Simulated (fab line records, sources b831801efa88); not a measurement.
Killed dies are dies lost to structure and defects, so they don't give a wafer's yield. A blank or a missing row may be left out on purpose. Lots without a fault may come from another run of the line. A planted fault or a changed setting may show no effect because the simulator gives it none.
A struck lot beside a sound one | flow sfq_line | 19 steps out of a route of 325
Sound: wafers L648.1, L648.5, L648.6. Struck: wafers L660.1, L660.3, L660.4. The cause comes at the end.
At each step with rows: each side's tool, then ch and its chambers, then its first start. Under that, the readings that differ: sound wafers | struck wafers | difference of the means | sigmas: that difference in standard deviations of wafers without a fault.
alike: readings whose means differ by less than 2 such deviations, and words and numbers that are the same on both sides. not compared: withheld readings, readings that some wafer has no value for, bounds like >300 that may hide the same value, and numbers for which the record gives no deviation and whose values overlap.
The two part at a step that has a row with sigmas, a row that says differs or no value, or rows on one side only. Numbers that don't overlap but have no deviation are shown without sigmas and don't part them. A reading that every wafer of one side lacks parts them only if that side has two wafers or more.

first, 2 steps without rows for these wafers: SFQ_TRILAYER_M5_STRIP_SOLV_CLEAN_128 (cleans in NMP, time 600 s); SFQ_TRILAYER_A5B_DEP_PECVD_129 (deposits SiO2 from SiH4/N2O, time 133.33 s, target thk 600 nm).
SFQ_TRILAYER_A5B_CMP_CMP_130: polishes, stops on Nb, target thk 340.7 nm.
  sound on cmp-02 ch 0,2,3, day 56 17:26; struck on cmp-02 ch 0,2,3, day 59 20:13
  alike: head_pressure_psi, motor_current_A
then, 1 step without rows for these wafers: SFQ_TRILAYER_A5B_METRO_MEASURE_131.
SFQ_TRILAYER_R5_DEP_SPUTTER_132: material Ti, target thk 5 nm, time 5 s.
  sound on pvd_sputter-04, day 56 20:38; struck on pvd_sputter-06, day 60 00:25
  alike: cathode_dc_power_W, throttle_valve_pct
SFQ_TRILAYER_R5_DEP_SPUTTER_133: material MoNx, target thk 40 nm, time 66.7 s.
  sound on pvd_sputter-04, day 56 20:39; struck on pvd_sputter-06, day 60 00:26
  alike: cathode_dc_power_W, throttle_valve_pct
SFQ_TRILAYER_R5_DEP_SPUTTER_134: material Ti, target thk 5 nm, time 5 s.
  sound on pvd_sputter-04, day 56 20:42; struck on pvd_sputter-06, day 60 00:29
  alike: cathode_dc_power_W, throttle_valve_pct
SFQ_R5_RS_MEAS_933: measures by four-point-probe.
  sound on film_metro-01, day 56 20:43; struck on film_metro-01, day 60 00:30
  alike: R5_MONX_RS
SFQ_R5_THK_MEAS_934: measures by xrf.
  sound on film_metro-01, day 56 20:50; struck on film_metro-01, day 60 00:37
  alike: R5_MONX_THK
then, 3 steps without rows for these wafers: SFQ_TRILAYER_R5_LITHO_COAT_141 (resist thk 62 nm); SFQ_TRILAYER_R5_LITHO_COAT_136 (resist thk 600 nm); SFQ_TRILAYER_R5_LITHO_SOFTBAKE_140.
-- the record jumps here: 5 days lie between the struck wafers' starts before and after --
SFQ_TRILAYER_R5_LITHO_EXPOSE_137: exposes mask R5, target cd 500 nm.
  sound on krf_scanner-02 ch 0, day 62 15:49; struck on krf_scanner-02 ch 0, day 65 07:25
  reading              | sound                | struck               | difference | sigmas
  exposure_dose_mJ_cm2 | 14.384 14.392 14.392 | 15.036 15.021 15.011 | +0.633     | +42
  alike: mask
then, 2 steps without rows for these wafers: SFQ_TRILAYER_R5_LITHO_PEB_139 (peb time 60 s); SFQ_TRILAYER_R5_LITHO_DEVELOP_138 (time 60 s).
SFQ_R5_OVL_MEAS_935:
  sound on overlay-02, day 62 17:19; struck on overlay-02, day 65 08:55
  alike: R5_OVL
SFQ_TRILAYER_R5_BARC_OPEN_METAL_ETCH_177: etches BARC in O2, target depth 125 nm, time 41.7 s.
  sound on rie_metal-03 ch 0,1, day 62 17:22; struck on rie_metal-03 ch 0,1, day 65 08:58
  reading             | sound             | struck            | difference | sigmas
  model.R5.cd_nm (nm) | 499.5 501.4 499.1 | 492.7 491.9 492.1 | -7.8       |
  alike: drypump_motor_current_A, oes_product_au
  not compared: rf_hours_counter_h
SFQ_TRILAYER_R5_ETCH_METAL_ETCH_139: etches the open film in Cl2, stops on SiO2, target depth 60 nm, time 40 s.
  sound on rie_metal-03 ch 0,1, day 62 17:25; struck on rie_metal-03 ch 0,1, day 65 09:01
  reading             | sound           | struck          | difference | sigmas
  model.R5.cd_nm (nm) | 499.7 501 499.2 | 492.8 492.2 492 | -7.6       |
  alike: drypump_motor_current_A, oes_product_au
  not compared: rf_hours_counter_h
SFQ_TRILAYER_R5_STRIP_STRIP_140: strips in O2.
  sound on rie_metal-03 ch 0,1, day 62 17:29; struck on rie_metal-03 ch 0,1, day 65 09:05
  alike: drypump_motor_current_A, oes_product_au
  not compared: rf_hours_counter_h

WHERE THEY PART
Only at SFQ_TRILAYER_R5_LITHO_EXPOSE_137, within this record. Later steps at which nothing parts them and some readings are alike: SFQ_R5_OVL_MEAS_935, SFQ_TRILAYER_R5_BARC_OPEN_METAL_ETCH_177, SFQ_TRILAYER_R5_ETCH_METAL_ETCH_139, SFQ_TRILAYER_R5_STRIP_STRIP_140.

WHY: what the simulator had put in
Process parameter drift: krf_scanner-02, from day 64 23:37 on, at SFQ_TRILAYER_R5_LITHO_EXPOSE_137. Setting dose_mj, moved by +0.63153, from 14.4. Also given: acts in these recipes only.
